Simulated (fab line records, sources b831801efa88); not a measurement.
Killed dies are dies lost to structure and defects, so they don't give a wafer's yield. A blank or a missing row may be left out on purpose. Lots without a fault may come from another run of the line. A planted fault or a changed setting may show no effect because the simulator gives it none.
fab line records | flow sky130
record lots=5 wafers=15 last_day=48
route steps=708 shown SPACER@305 POLY_CUT@307 SD_P@320 RES_XHIGH@332 SD_N@342
lots that met no fault: from a run of the same line without faults
start_h: hours from the record's first day to the start of the lot's first wafer shown | wait_h: hours since the lot's step before | " the same as in the row above | L1.1+2: a row that stands for several wafers | - no value, or no start given | * or withheld: withheld | < > ~ a bound
route shown NAME@n: a module of which the file shows steps, and the number in the route of the first | usual: mean/standard deviation of fault-free wafers | same: alike in all rows | chamber/n: place in a boat | sites: the reading at each site | _std_site: their standard deviation | _edge_site: outer sites' mean less inner sites' | radius_mm: how far each site lies from the wafer's centre | mask NAME#n: copy n | behind: the tool/chamber that last shaped the wafer | hold: why the lot was held/for how many hours/how that ended | device: the transistor (n, p or np) that didn't switch | end of line: the same wafers' tests at the end of the route | a step without rows: its recipe alone | killed: dies lost to structure and defects at the first sort, not the wafer's yield | map: a wafer's dies, x killed, . not, _ none there
set.NAME: the setting as run; set.NAME@STEP: as run at that earlier step | model.NAME: the simulator's own value behind a step, which no gauge read
lots at some steps of the route; a table a step, a row a wafer
services: from which hour (start_h, from the record's first day; less than 0 if before it) a tool's chamber was out of use, for how many hours, and why
## steps
# step SKY_SPACER_THK_MEAS_01
# recipe reads=Si3N4_of_SPACER_CVD_00
# usual SPACER_CVD_00_THK=43.1/0.42
# columns lot.wafer tool chamber start_h wait_h SPACER_CVD_00_THK[nm]
L074.1 film_metro-03 - 546.43 0.0 43.8
L074.4 " - " " 43.6
L074.5 " - " " 43.7
L076.3 film_metro-04 - 562.30 0.0 43.0
L076.5 " - " " 42.4
L076.6 " - " " 42.5
L081.1 film_metro-04 - 597.03 0.0 43.8
L081.5 " - " " 43.7
L081.6 " - " " 43.2
L083.1 film_metro-04 - 606.68 0.0 43.1
L083.2 " - " " 42.9
L083.3 " - " " 43.0
L088.2 film_metro-02 - 653.58 0.0 43.6
L088.5 " - " " 43.7
L088.6 " - " " 43.3
# step SKY_SPACER_ETCHBACK_02
# recipe chemistry=CH3F/O2 target=Si3N4 stop_on=SiO2 source_w=400 bias_w=80 pressure_mtorr=25 ch3f_flow_sccm=40 O2_flow_sccm=30 time_s=46.7 target_depth_a=450
# usual bias_w=80.00/0.25 drypump_motor_current_A=5.9/0.44 oes_product_au=0.855/0.0065 throttle_valve_pct=10.562/0.0097
# columns lot.wafer tool chamber start_h wait_h bias_w drypump_motor_current_A oes_product_au rf_hours_counter_h throttle_valve_pct
L074.1 rie_diel-03 3 546.49 0.1 80.22 6.3 0.858 75 10.573
L074.4 " 0 " " 79.66 5.5 0.864 0 10.563
L074.5 " 3 " " 79.83 6.2 0.864 - 10.566
L076.3 rie_diel-01 1 562.34 0.0 79.54 6.6 0.860 3 10.576
L076.5 " 3 " " 79.93 5.9 0.846 - 10.546
L076.6 " 1 " " 80.03 6.6 0.854 - 10.555
L081.1 rie_diel-01 2 597.09 0.1 80.13 6.5 0.861 18 10.574
L081.5 " 1 " " 79.85 6.6 0.864 - 10.563
L081.6 " 0 " " 80.47 6.0 0.863 - 10.543
L083.1 rie_diel-02 0 606.74 0.1 80.16 6.2 0.854 32 10.555
L083.2 " 2 " " 80.26 5.2 0.849 4 10.549
L083.3 " 1 " " 79.86 5.0 0.848 5 10.569
L088.2 rie_diel-02 0 653.63 0.0 80.14 6.3 0.862 33 10.577
L088.5 " 3 " " 80.25 6.2 0.867 - 10.562
L088.6 " 2 " " 79.88 5.1 0.859 - 10.558
# step SKY_POLY_CUT_DEHYDRATE_00
# recipe temp_c=200 time_s=60
# columns lot.wafer tool chamber start_h wait_h
L074.1+4+5 litho_track-02 0 560.90 14.4
L076.3+5+6 litho_track-04 0 576.73 14.4
L081.1+5+6 litho_track-02 0 612.15 15.0
L083.1+2+3 litho_track-03 0 620.88 14.1
L088.2+5+6 litho_track-02 0 667.12 13.5
# step SKY_POLY_CUT_HMDS_01
# recipe prime_time_s=60 prime_temp_c=120
# columns lot.wafer tool chamber start_h wait_h
L074.1+4+5 litho_track-02 0 561.05 0.1
L076.3+5+6 litho_track-04 0 576.88 0.1
L081.1+5+6 litho_track-02 0 612.30 0.1
L083.1+2+3 litho_track-03 0 621.03 0.1
L088.2+5+6 litho_track-02 0 667.27 0.1
# step SKY_POLY_CUT_COAT_02
# recipe resist=BARC temp_c=withheld time_s=withheld spin_rpm=3000 resist_thk_nm=60
# columns lot.wafer tool chamber start_h wait_h
L074.1+4+5 litho_track-02 0 561.20 0.1
L076.3+5+6 litho_track-04 0 577.03 0.1
L081.1+5+6 litho_track-02 0 612.45 0.1
L083.1+2+3 litho_track-03 0 621.18 0.1
L088.2+5+6 litho_track-02 0 667.42 0.1
# step SKY_POLY_CUT_COAT_03
# recipe resist=KrF-thick spin_rpm=3000 resist_thk_nm=450
# columns lot.wafer tool chamber start_h wait_h
L074.1+4+5 litho_track-02 0 - -
L076.3+5+6 litho_track-04 0 - -
L081.1+5+6 litho_track-02 0 - -
L083.1+2+3 litho_track-03 0 - -
L088.2+5+6 litho_track-02 0 - -
# step SKY_POLY_CUT_SOFTBAKE_04
# recipe temp_c=100 time_s=90 resist=KrF-thick
# columns lot.wafer tool chamber start_h wait_h
L074.1+4+5 litho_track-02 0 - -
L076.3+5+6 litho_track-04 0 - -
L081.1+5+6 litho_track-02 0 - -
L083.1+2+3 litho_track-03 0 - -
L088.2+5+6 litho_track-02 0 - -
# step SKY_POLY_CUT_EXPOSE_05
# recipe mask_id=NPCM na=0.8 source_shape=annular sigma_inner=0.55 sigma_outer=0.85 target_cd_nm=270 dose_mj=32
# same sigma_inner=0.55 sigma_outer=0.85
# columns lot.wafer tool chamber start_h wait_h mask
L074.1+4+5 krf_scanner-02 0 - - NPCM#0
L076.3+5+6 krf_scanner-02 0 - - NPCM#0
L081.1+5+6 krf_scanner-02 0 - - NPCM#0
L083.1+2+3 krf_scanner-02 0 - - NPCM#0
L088.2+5+6 krf_scanner-02 0 - - NPCM#0
# step SKY_POLY_CUT_PEB_06
# recipe peb_temp_c=withheld peb_time_s=withheld resist=KrF-thick
# columns lot.wafer tool chamber start_h wait_h
L074.1+4+5 litho_track-04 0 - -
L076.3+5+6 litho_track-04 0 - -
L081.1+5+6 litho_track-03 0 - -
L083.1+2+3 litho_track-03 0 - -
L088.2+5+6 litho_track-04 0 - -
# step SKY_POLY_CUT_DEVELOP_07
# recipe develop_time_s=60 resist=KrF-thick dev_temp_c=21
# columns lot.wafer tool chamber start_h wait_h
L074.1+4+5 litho_track-04 0 - -
L076.3+5+6 litho_track-04 0 - -
L081.1+5+6 litho_track-03 0 - -
L083.1+2+3 litho_track-03 0 - -
L088.2+5+6 litho_track-04 0 - -
# step SKY_POLY_CUT_CD_MEAS_08
# recipe target_cd_nm=270
# usual cd_nm=269.6/1.4
# columns lot.wafer tool chamber start_h wait_h cd_nm
L074.1 cd_sem-01 - 576.68 - 267.9
L074.4 " - " " 270.6
L074.5 " - " " 267.9
L076.3 cd_sem-01 - 592.72 - 269.1
L076.5 " - " " 269.9
L076.6 " - " " 269.5
L081.1 cd_sem-01 - 629.98 - 270.1
L081.5 " - " " 270.1
L081.6 " - " " 269.8
L083.1 cd_sem-02 - 635.63 - 267.2
L083.2 " - " " 268.5
L083.3 " - " " 268.6
L088.2 cd_sem-01 - 682.20 - 271.6
L088.5 " - " " 272.4
L088.6 " - " " 272.9
# step SKY_POLY_CUT_OVL_MEAS_09
# usual POLY_CUT_OVL=-1/5.1
# columns lot.wafer tool chamber start_h wait_h POLY_CUT_OVL[nm]
L074.1 overlay-01 - 576.80 0.1 2
L074.4 " - " " -4
L074.5 " - " " 2
L076.3 overlay-01 - 592.81 0.1 -7
L076.5 " - " " -4
L076.6 " - " " -7
L081.1 overlay-02 - 630.10 0.1 -6
L081.5 " - " " -10
L081.6 " - " " -4
L083.1 overlay-01 - 635.75 0.1 -2
L083.2 " - " " -11
L083.3 " - " " 0
L088.2 overlay-01 - 682.30 0.1 -2
L088.5 " - " " 0
L088.6 " - " " -5
# step SKY_POLY_CUT_ETCH_10
# recipe chemistry=N2/H2 target=BARC ion_energy_ev=200 source_w=500 bias_w=100 pressure_mtorr=30 n2_flow_sccm=100 h2_flow_sccm=200 stop_on=SiO2 time_s=45.9 target_depth_a=600
# usual bias_w=99.98/0.27 drypump_motor_current_A=5.9/0.44 oes_product_au=0.855/0.0044 throttle_valve_pct=13.226/0.0092
# columns lot.wafer tool chamber start_h wait_h bias_w drypump_motor_current_A oes_product_au rf_hours_counter_h throttle_valve_pct
L074.1 rie_diel-02 3 576.83 0.0 100.64 6.2 0.851 6 13.218
L074.4 " 0 " " 100.17 6.3 0.850 31 13.223
L074.5 " 2 " " 100.02 5.2 0.846 - 13.232
L076.3 rie_diel-04 3 592.86 0.0 100.14 5.9 0.858 - 13.223
L076.5 " 1 " " 100.21 6.0 0.857 - 13.221
L076.6 " 3 " " 100.11 5.9 0.862 - 13.228
L081.1 rie_diel-02 3 630.13 0.0 100.10 6.2 0.846 7 13.217
L081.5 " 3 " " 100.12 6.2 0.850 - 13.217
L081.6 " 0 " " 99.78 6.2 0.859 - 13.241
L083.1 rie_diel-04 0 635.78 0.0 99.86 6.6 0.861 12 13.225
L083.2 " 2 " " 100.44 5.6 0.857 8 13.225
L083.3 " 1 " " 99.97 6.0 0.857 14 13.237
L088.2 rie_diel-03 0 682.33 0.0 100.01 5.5 0.852 3 13.234
L088.5 " 2 " " 99.56 5.8 0.863 - 13.206
L088.6 " 1 " " 100.24 6.0 0.860 - 13.221
# step SKY_POLY_CUT_ETCH_11
# recipe target=Si3N4 chemistry=CF4/CH2F2/Ar stop_on=poly-Si source_w=600 bias_w=150 pressure_mtorr=40 cf4_flow_sccm=40 ch2f2_flow_sccm=20 Ar_flow_sccm=150 time_s=42.5 target_depth_a=600
# usual bias_w=150.1/0.45 drypump_motor_current_A=5.9/0.44 oes_product_au=0.829/0.0062 throttle_valve_pct=14.993/0.01
# columns lot.wafer tool chamber start_h wait_h bias_w drypump_motor_current_A oes_product_au rf_hours_counter_h throttle_valve_pct
L074.1 rie_diel-02 3 576.88 0.0 149.5 6.2 0.825 6 15.008
L074.4 " 0 " " 149.6 6.2 0.834 31 14.987
L074.5 " 2 " " 150.7 5.2 0.833 - 14.997
L076.3 rie_diel-04 3 592.92 0.0 151.3 5.9 0.825 - 14.995
L076.5 " 1 " " 150.3 6.0 0.821 - 14.998
L076.6 " 3 " " 150.9 5.9 0.829 - 15.007
L081.1 rie_diel-02 3 630.18 0.0 149.8 6.2 0.828 7 15.000
L081.5 " 3 " " 149.1 6.2 0.828 - 15.009
L081.6 " 0 " " 149.2 6.3 0.825 - 15.003
L083.1 rie_diel-04 0 635.83 0.0 150.1 6.6 0.824 12 15.004
L083.2 " 2 " " 150.0 5.6 0.823 8 14.993
L083.3 " 1 " " 150.3 6.0 0.827 14 14.994
L088.2 rie_diel-03 0 682.38 0.0 150.1 5.5 0.828 3 14.991
L088.5 " 2 " " 149.6 5.8 0.836 - 14.994
L088.6 " 1 " " 149.6 6.0 0.828 - 14.999
# step SKY_POLY_CUT_STRIP_12
# recipe chemistry=O2/N2 power_w=1400 pressure_mtorr=1500 platen_temp_c=withheld o2_flow_sccm=3000 n2_flow_sccm=300 overash_fraction=0.5
# usual drypump_motor_current_A=5.90/0.22 oes_product_au=0.452/0.0043 strip_time_to_endpoint_s=5.358/0.016
# same overash_fraction=0.5
# columns lot.wafer tool chamber start_h wait_h drypump_motor_current_A oes_product_au rf_hours_counter_h strip_time_to_endpoint_s
L074.1 plasma_asher-04 0 576.92 0.0 5.74 0.451 76 5.360
L074.4 " 0 " " 5.73 0.448 - 5.341
L074.5 " 0 " " 5.72 0.450 - 5.344
L076.3 plasma_asher-04 0 592.99 0.1 5.78 0.454 - 5.372
L076.5 " 0 " " 5.76 0.452 - 5.382
L076.6 " 1 " " 6.37 0.447 - 5.373
L081.1 plasma_asher-02 1 630.22 0.0 5.84 0.451 96 5.369
L081.5 " 0 " " 5.82 0.452 - 5.363
L081.6 " 1 " " 5.87 0.446 - 5.380
L083.1 plasma_asher-03 0 635.87 0.0 5.77 0.457 45 5.353
L083.2 " 1 " " 5.86 0.451 45 5.363
L083.3 " 0 " " 5.73 0.446 - 5.369
L088.2 plasma_asher-02 1 682.42 0.0 5.88 0.453 101 5.338
L088.5 " 1 " " 5.86 0.454 - 5.344
L088.6 " 0 " " 5.83 0.451 - 5.354
# step SKY_SD_P_DEHYDRATE_00
# recipe temp_c=200 time_s=60
# columns lot.wafer tool chamber start_h wait_h
L074.1+4+5 litho_track-01 0 591.61 14.7
L076.3+5+6 litho_track-02 0 606.65 13.6
L081.1+5+6 litho_track-04 0 643.98 13.7
L083.1+2+3 litho_track-04 0 649.83 13.9
L088.2+5+6 litho_track-01 0 696.03 13.6
# step SKY_SD_P_HMDS_01
# recipe prime_time_s=60 prime_temp_c=120
# columns lot.wafer tool chamber start_h wait_h
L074.1+4+5 litho_track-01 0 591.76 0.1
L076.3+5+6 litho_track-02 0 606.80 0.1
L081.1+5+6 litho_track-04 0 644.13 0.1
L083.1+2+3 litho_track-04 0 649.98 0.1
L088.2+5+6 litho_track-01 0 696.18 0.1
# step SKY_SD_P_COAT_02
# recipe resist=NOVOLAK spin_rpm=3000 resist_thk_nm=1140
# columns lot.wafer tool chamber start_h wait_h
L074.1+4+5 litho_track-01 0 591.91 0.1
L076.3+5+6 litho_track-02 0 606.95 0.1
L081.1+5+6 litho_track-04 0 644.28 0.1
L083.1+2+3 litho_track-04 0 650.13 0.1
L088.2+5+6 litho_track-01 0 696.33 0.1
# step SKY_SD_P_SOFTBAKE_03
# recipe temp_c=90 time_s=60 resist=NOVOLAK
# columns lot.wafer tool chamber start_h wait_h
L074.1+4+5 litho_track-01 0 592.06 0.1
L076.3+5+6 litho_track-02 0 607.10 0.1
L081.1+5+6 litho_track-04 0 644.43 0.1
L083.1+2+3 litho_track-04 0 650.28 0.1
L088.2+5+6 litho_track-01 0 696.48 0.1
# step SKY_SD_P_EXPOSE_04
# recipe mask_id=PSDM na=0.6 source_shape=conventional sigma_outer=0.6 polarization=unpolarized target_cd_nm=380 dose_mj=138
# same sigma_outer=0.6
# columns lot.wafer tool chamber start_h wait_h mask
L074.1+4+5 iline_stepper-02 0 - - PSDM#0
L076.3+5+6 iline_stepper-01 0 - - PSDM#0
L081.1+5+6 iline_stepper-02 0 - - PSDM#0
L083.1+2+3 iline_stepper-02 0 - - PSDM#0
L088.2+5+6 iline_stepper-01 0 - - PSDM#0
# step SKY_SD_P_PEB_05
# recipe temp_c=withheld time_s=* resist=NOVOLAK
# columns lot.wafer tool chamber start_h wait_h
L074.1+4+5 litho_track-01 0 - -
L076.3+5+6 litho_track-01 0 - -
L081.1+5+6 litho_track-04 0 - -
L083.1+2+3 litho_track-02 0 - -
L088.2+5+6 litho_track-02 0 - -
# step SKY_SD_P_DEVELOP_06
# recipe resist=NOVOLAK developer=TMAH develop_time_s=60 dev_temp_c=23
# columns lot.wafer tool chamber start_h wait_h
L074.1+4+5 litho_track-01 0 606.01 0.1
L076.3+5+6 litho_track-01 0 621.66 0.1
L081.1+5+6 litho_track-04 0 658.63 0.1
L083.1+2+3 litho_track-02 0 664.20 0.1
L088.2+5+6 litho_track-02 0 710.62 0.1
# step SKY_SD_P_CD_MEAS_07
# recipe target_cd_nm=380
# usual cd_nm=380.6/2.1
# columns lot.wafer tool chamber start_h wait_h cd_nm
L074.1 cd_sem-01 - 606.16 0.1 377.5
L074.4 " - " " 378.9
L074.5 " - " " 380.9
L076.3 cd_sem-01 - 621.80 0.1 381.7
L076.5 " - " " 381.3
L076.6 " - " " 380.0
L081.1 cd_sem-01 - 658.78 0.1 384.1
L081.5 " - " " 381.9
L081.6 " - " " 383.2
L083.1 cd_sem-01 - 664.35 0.1 381.5
L083.2 " - " " 382.0
L083.3 " - " " 379.0
L088.2 cd_sem-02 - 710.77 0.1 381.3
L088.5 " - " " 384.6
L088.6 " - " " 380.3
# step SKY_SD_P_OVL_MEAS_08
# usual SD_P_OVL=-0.5/1.4
# columns lot.wafer tool chamber start_h wait_h SD_P_OVL[nm]
L074.1 overlay-01 - 606.28 0.1 -3.0
L074.4 " - " " -2.9
L074.5 " - " " -1.3
L076.3 overlay-02 - 621.89 0.1 0.2
L076.5 " - " " -1.4
L076.6 " - " " -1.5
L081.1 overlay-01 - 658.90 0.1 0.0
L081.5 " - " " -0.4
L081.6 " - " " 0.8
L083.1 overlay-02 - 664.47 0.1 -1.4
L083.2 " - " " -1.5
L083.3 " - " " -1.5
L088.2 overlay-01 - 710.87 0.1 -1.7
L088.5 " - " " -0.4
L088.6 " - " " -2.7
# step SKY_SD_P_IMPLANT_09
# recipe species=BF2 energy_kev=20 dose_cm2=3e+15 tilt_deg=0
# columns lot.wafer tool chamber start_h wait_h
L074.1+4+5 implanter-04 0 606.32 0.0
L076.3+5+6 implanter-02 0 621.97 0.1
L081.1+5+6 implanter-02 0 658.93 0.0
L083.1+2+3 implanter-02 0 664.50 0.0
L088.2+5+6 implanter-01 0 710.93 0.0
# step SKY_SD_P_STRIP_10
# recipe chemistry=O2/N2 power_w=1400 pressure_mtorr=1500 platen_temp_c=withheld o2_flow_sccm=3000 n2_flow_sccm=300 overash_fraction=0.5
# usual drypump_motor_current_A=5.68/0.27 oes_product_au=0.618/0.0047 strip_time_to_endpoint_s=17.50/0.041
# same overash_fraction=0.5
# columns lot.wafer tool chamber start_h wait_h drypump_motor_current_A oes_product_au rf_hours_counter_h strip_time_to_endpoint_s
L074.1 plasma_asher-02 1 606.47 0.1 5.87 0.612 93 17.60
L074.4 " 1 " " 5.85 0.614 - 17.56
L074.5 " 1 " " 5.86 0.625 - 17.56
L076.3 plasma_asher-04 0 622.10 0.1 5.76 0.620 - 17.54
L076.5 " 0 " " 5.74 0.611 - 17.53
L076.6 " 1 " " 6.35 0.613 - 17.61
L081.1 plasma_asher-02 0 659.08 0.1 5.81 0.622 98 17.48
L081.5 " 0 " " 5.82 0.612 - 17.51
L081.6 " 1 " " 5.83 0.622 - 17.45
L083.1 plasma_asher-02 0 664.65 0.1 5.81 0.618 99 17.49
L083.2 " 1 " " 5.86 0.618 99 17.51
L083.3 " 1 " " 5.85 0.611 - 17.48
L088.2 plasma_asher-01 1 711.05 0.1 5.44 0.623 30 17.47
L088.5 " 0 " " 5.44 0.616 - 17.45
L088.6 " 1 " " 5.44 0.619 - 17.48
# step SKY_SD_P_TW_MEAS_11
# usual SD_P_TW=2831/21
# columns lot.wafer tool chamber start_h wait_h SD_P_TW
L074.1 film_metro-02 - 606.57 0.1 2834
L074.4 " - " " 2826
L074.5 " - " " 2802
L076.3 film_metro-02 - 622.19 0.1 2817
L076.5 " - " " 2818
L076.6 " - " " 2834
L081.1 film_metro-01 - 659.18 0.1 2851
L081.5 " - " " 2882
L081.6 " - " " 2852
L083.1 film_metro-02 - 664.75 0.1 2811
L083.2 " - " " 2821
L083.3 " - " " 2815
L088.2 film_metro-01 - 711.16 0.1 2838
L088.5 " - " " 2872
L088.6 " - " " 2842
# step SKY_RES_XHIGH_DEHYDRATE_00
# recipe temp_c=200 time_s=60
# columns lot.wafer tool chamber start_h wait_h
L074.1+4+5 litho_track-01 0 620.26 13.7
L076.3+5+6 litho_track-02 0 635.35 13.2
L081.1+5+6 litho_track-01 0 672.81 13.6
L083.1+2+3 litho_track-02 0 678.20 13.4
L088.2+5+6 litho_track-03 0 724.10 12.9
# step SKY_RES_XHIGH_HMDS_01
# recipe prime_time_s=60 prime_temp_c=120
# columns lot.wafer tool chamber start_h wait_h
L074.1+4+5 litho_track-01 0 620.41 0.1
L076.3+5+6 litho_track-02 0 635.50 0.1
L081.1+5+6 litho_track-01 0 672.96 0.1
L083.1+2+3 litho_track-02 0 678.35 0.1
L088.2+5+6 litho_track-03 0 724.25 0.1
# step SKY_RES_XHIGH_COAT_02
# recipe resist=NOVOLAK spin_rpm=3000 resist_thk_nm=1140
# columns lot.wafer tool chamber start_h wait_h
L074.1+4+5 litho_track-01 0 620.56 0.1
L076.3+5+6 litho_track-02 0 635.65 0.1
L081.1+5+6 litho_track-01 0 673.11 0.1
L083.1+2+3 litho_track-02 0 678.50 0.1
L088.2+5+6 litho_track-03 0 724.40 0.1
# step SKY_RES_XHIGH_SOFTBAKE_03
# recipe temp_c=90 time_s=60 resist=NOVOLAK
# columns lot.wafer tool chamber start_h wait_h
L074.1+4+5 litho_track-01 0 620.71 0.1
L076.3+5+6 litho_track-02 0 635.80 0.1
L081.1+5+6 litho_track-01 0 673.26 0.1
L083.1+2+3 litho_track-02 0 678.65 0.1
L088.2+5+6 litho_track-03 0 724.55 0.1
# step SKY_RES_XHIGH_EXPOSE_04
# recipe mask_id=URPM na=0.6 source_shape=conventional sigma_outer=0.6 polarization=unpolarized target_cd_nm=1270 dose_mj=140
# same sigma_outer=0.6
# columns lot.wafer tool chamber start_h wait_h mask
L074.1+4+5 iline_stepper-01 0 - - URPM#0
L076.3+5+6 iline_stepper-02 0 - - URPM#0
L081.1+5+6 iline_stepper-01 0 - - URPM#0
L083.1+2+3 iline_stepper-01 0 - - URPM#0
L088.2+5+6 iline_stepper-02 0 - - URPM#0
# step SKY_RES_XHIGH_PEB_05
# recipe temp_c=withheld time_s=* resist=NOVOLAK
# columns lot.wafer tool chamber start_h wait_h
L074.1+4+5 litho_track-01 0 - -
L076.3+5+6 litho_track-01 0 - -
L081.1+5+6 litho_track-01 0 - -
L083.1+2+3 litho_track-01 0 - -
L088.2+5+6 litho_track-03 0 - -
# step SKY_RES_XHIGH_DEVELOP_06
# recipe resist=NOVOLAK developer=TMAH develop_time_s=60 dev_temp_c=23
# columns lot.wafer tool chamber start_h wait_h
L074.1+4+5 litho_track-01 0 634.56 0.1
L076.3+5+6 litho_track-01 0 650.21 0.1
L081.1+5+6 litho_track-01 0 687.21 0.1
L083.1+2+3 litho_track-01 0 692.61 0.1
L088.2+5+6 litho_track-03 0 738.30 0.1
# step SKY_RES_XHIGH_IMPLANT_07
# recipe species=BF2 energy_kev=20 dose_cm2=3.6e+14 tilt_deg=0
# columns lot.wafer tool chamber start_h wait_h
L074.1+4+5 implanter-04 0 634.71 0.1
L076.3+5+6 implanter-03 0 650.36 0.1
L081.1+5+6 implanter-03 0 687.36 0.1
L083.1+2+3 implanter-04 0 692.76 0.1
L088.2+5+6 implanter-04 0 738.45 0.1
# step SKY_RES_XHIGH_STRIP_08
# recipe chemistry=O2/N2 power_w=1400 pressure_mtorr=1500 platen_temp_c=withheld o2_flow_sccm=3000 n2_flow_sccm=300 overash_fraction=0.5
# usual drypump_motor_current_A=5.70/0.27 oes_product_au=0.711/0.0044 strip_time_to_endpoint_s=14.28/0.039
# same overash_fraction=0.5
# columns lot.wafer tool chamber start_h wait_h drypump_motor_current_A oes_product_au rf_hours_counter_h strip_time_to_endpoint_s
L074.1 plasma_asher-03 1 634.86 0.1 5.83 0.710 45 14.30
L074.4 " 1 " " 5.85 0.706 - 14.24
L074.5 " 1 " " 5.82 0.710 - 14.27
L076.3 plasma_asher-04 1 650.49 0.1 6.35 0.710 - 14.34
L076.5 " 1 " " 6.37 0.718 - 14.31
L076.6 " 0 " " 5.78 0.710 - 14.35
L081.1 plasma_asher-04 1 687.51 0.1 6.35 0.715 87 14.23
L081.5 " 0 " " 5.76 0.711 - 14.24
L081.6 " 1 " " 6.33 0.706 - 14.25
L083.1 plasma_asher-03 0 692.91 0.1 5.75 0.709 50 14.26
L083.2 " 1 " " 5.80 0.712 50 14.27
L083.3 " 1 " " 5.86 0.710 - 14.29
L088.2 plasma_asher-01 1 738.58 0.1 5.42 0.713 33 14.30
L088.5 " 0 " " 5.45 0.707 - 14.27
L088.6 " 1 " " 5.43 0.709 - 14.29
# step SKY_RES_XHIGH_TW_MEAS_09
# usual RES_XHIGH_TW=1644/14
# columns lot.wafer tool chamber start_h wait_h RES_XHIGH_TW
L074.1 film_metro-01 - 634.96 0.1 1657
L074.4 " - " " 1656
L074.5 " - " " 1656
L076.3 film_metro-01 - 650.58 0.1 1657
L076.5 " - " " 1652
L076.6 " - " " 1660
L081.1 film_metro-01 - 687.61 0.1 1667
L081.5 " - " " 1664
L081.6 " - " " 1671
L083.1 film_metro-03 - 693.01 0.1 1639
L083.2 " - " " 1635
L083.3 " - " " 1624
L088.2 film_metro-01 - 738.69 0.1 1663
L088.5 " - " " 1665
L088.6 " - " " 1664
# step SKY_SD_N_DEHYDRATE_00
# recipe temp_c=200 time_s=60
# columns lot.wafer tool chamber start_h wait_h
L074.1+4+5 litho_track-04 0 648.63 13.7
L076.3+5+6 litho_track-01 0 663.96 13.4
L081.1+5+6 litho_track-03 0 701.03 13.4
L083.1+2+3 litho_track-04 0 705.83 12.8
L088.2+5+6 litho_track-04 0 751.60 12.9
# step SKY_SD_N_HMDS_01
# recipe prime_time_s=60 prime_temp_c=120
# columns lot.wafer tool chamber start_h wait_h
L074.1+4+5 litho_track-04 0 648.78 0.1
L076.3+5+6 litho_track-01 0 664.11 0.1
L081.1+5+6 litho_track-03 0 701.18 0.1
L083.1+2+3 litho_track-04 0 705.98 0.1
L088.2+5+6 litho_track-04 0 751.75 0.1
# step SKY_SD_N_COAT_02
# recipe resist=NOVOLAK spin_rpm=3000 resist_thk_nm=1140
# columns lot.wafer tool chamber start_h wait_h
L074.1+4+5 litho_track-04 0 648.93 0.1
L076.3+5+6 litho_track-01 0 664.26 0.1
L081.1+5+6 litho_track-03 0 701.33 0.1
L083.1+2+3 litho_track-04 0 706.13 0.1
L088.2+5+6 litho_track-04 0 751.90 0.1
# step SKY_SD_N_SOFTBAKE_03
# recipe temp_c=90 time_s=60 resist=NOVOLAK
# columns lot.wafer tool chamber start_h wait_h
L074.1+4+5 litho_track-04 0 649.08 0.1
L076.3+5+6 litho_track-01 0 664.41 0.1
L081.1+5+6 litho_track-03 0 701.48 0.1
L083.1+2+3 litho_track-04 0 706.28 0.1
L088.2+5+6 litho_track-04 0 752.05 0.1
# step SKY_SD_N_EXPOSE_04
# recipe mask_id=NSDM na=0.6 source_shape=conventional sigma_outer=0.6 polarization=unpolarized target_cd_nm=380 dose_mj=141
# same sigma_outer=0.6
# columns lot.wafer tool chamber start_h wait_h mask
L074.1+4+5 iline_stepper-01 0 - - NSDM#0
L076.3+5+6 iline_stepper-02 0 - - NSDM#0
L081.1+5+6 iline_stepper-01 0 - - NSDM#0
L083.1+2+3 iline_stepper-01 0 - - NSDM#0
L088.2+5+6 iline_stepper-01 0 - - NSDM#0
# step SKY_SD_N_PEB_05
# recipe temp_c=withheld time_s=* resist=NOVOLAK
# columns lot.wafer tool chamber start_h wait_h
L074.1+4+5 litho_track-03 0 - -
L076.3+5+6 litho_track-03 0 - -
L081.1+5+6 litho_track-03 0 - -
L083.1+2+3 litho_track-01 0 - -
L088.2+5+6 litho_track-03 0 - -
# step SKY_SD_N_DEVELOP_06
# recipe resist=NOVOLAK developer=TMAH develop_time_s=60 dev_temp_c=23
# columns lot.wafer tool chamber start_h wait_h
L074.1+4+5 litho_track-03 0 663.08 0.1
L076.3+5+6 litho_track-03 0 678.23 0.1
L081.1+5+6 litho_track-03 0 715.18 0.1
L083.1+2+3 litho_track-01 0 720.31 0.1
L088.2+5+6 litho_track-03 0 764.85 0.1
# step SKY_SD_N_CD_MEAS_07
# recipe target_cd_nm=380
# usual cd_nm=380.0/2.6
# columns lot.wafer tool chamber start_h wait_h cd_nm
L074.1 cd_sem-02 - 663.23 0.1 380.6
L074.4 " - " " 379.4
L074.5 " - " " 381.0
L076.3 cd_sem-02 - 678.37 0.1 377.8
L076.5 " - " " 380.7
L076.6 " - " " 381.0
L081.1 cd_sem-01 - 715.33 0.1 383.5
L081.5 " - " " 382.4
L081.6 " - " " 381.4
L083.1 cd_sem-02 - 720.46 0.1 381.6
L083.2 " - " " 379.7
L083.3 " - " " 380.7
L088.2 cd_sem-01 - 765.00 0.1 382.9
L088.5 " - " " 383.9
L088.6 " - " " 380.1
# step SKY_SD_N_OVL_MEAS_08
# usual SD_N_OVL=-0.7/1.2
# columns lot.wafer tool chamber start_h wait_h SD_N_OVL[nm]
L074.1 overlay-02 - 663.35 0.1 -2.5
L074.4 " - " " -1.6
L074.5 " - " " -3.3
L076.3 overlay-02 - 678.46 0.1 -0.6
L076.5 " - " " -2.3
L076.6 " - " " -3.7
L081.1 overlay-01 - 715.45 0.1 -1.1
L081.5 " - " " -1.8
L081.6 " - " " -1.7
L083.1 overlay-01 - 720.58 0.1 -0.7
L083.2 " - " " 0.3
L083.3 " - " " -0.9
L088.2 overlay-01 - 765.10 0.1 -1.4
L088.5 " - " " -2.8
L088.6 " - " " -1.2
# step SKY_SD_N_IMPLANT_09
# recipe species=As energy_kev=50 dose_cm2=4e+15 tilt_deg=0
# columns lot.wafer tool chamber start_h wait_h
L074.1+4+5 implanter-02 0 663.38 0.0
L076.3+5+6 implanter-04 0 678.53 0.1
L081.1+5+6 implanter-03 0 715.48 0.0
L083.1+2+3 implanter-03 0 720.62 0.0
L088.2+5+6 implanter-03 0 765.16 0.0
## services
# columns tool chamber start_h hours kind
krf_scanner-02 - 533.46 0.8 pm
implanter-04 - 535.79 1.8 repair
krf_scanner-02 - 547.53 4.4 pm
rie_diel-02 2 566.14 1.9 repair
krf_scanner-02 - 605.40 1.0 pm
plasma_asher-04 - 612.49 0.4 repair
implanter-04 - 613.37 6.2 repair
krf_scanner-02 - 618.73 1.3 pm
krf_scanner-02 - 622.06 0.5 repair
iline_stepper-01 - 627.85 11.7 repair
iline_stepper-01 - 639.59 1.7 pm
iline_stepper-02 - 647.77 1.7 pm
implanter-03 - 651.09 3.6 pm
iline_stepper-01 - 675.57 1.0 repair
krf_scanner-02 - 699.72 0.5 repair
krf_scanner-02 - 703.05 0.8 pm
implanter-03 - 705.78 3.9 repair
iline_stepper-01 - 719.55 8.9 pm
implanter-03 - 722.92 12.2 repair
plasma_asher-02 - 733.77 9.0 pm
implanter-03 - 737.48 4.8 repair
iline_stepper-02 - 737.50 6.4 repair
rie_diel-02 2 747.89 6.8 repair
implanter-04 - 756.88 3.2 repair
## key
fault none
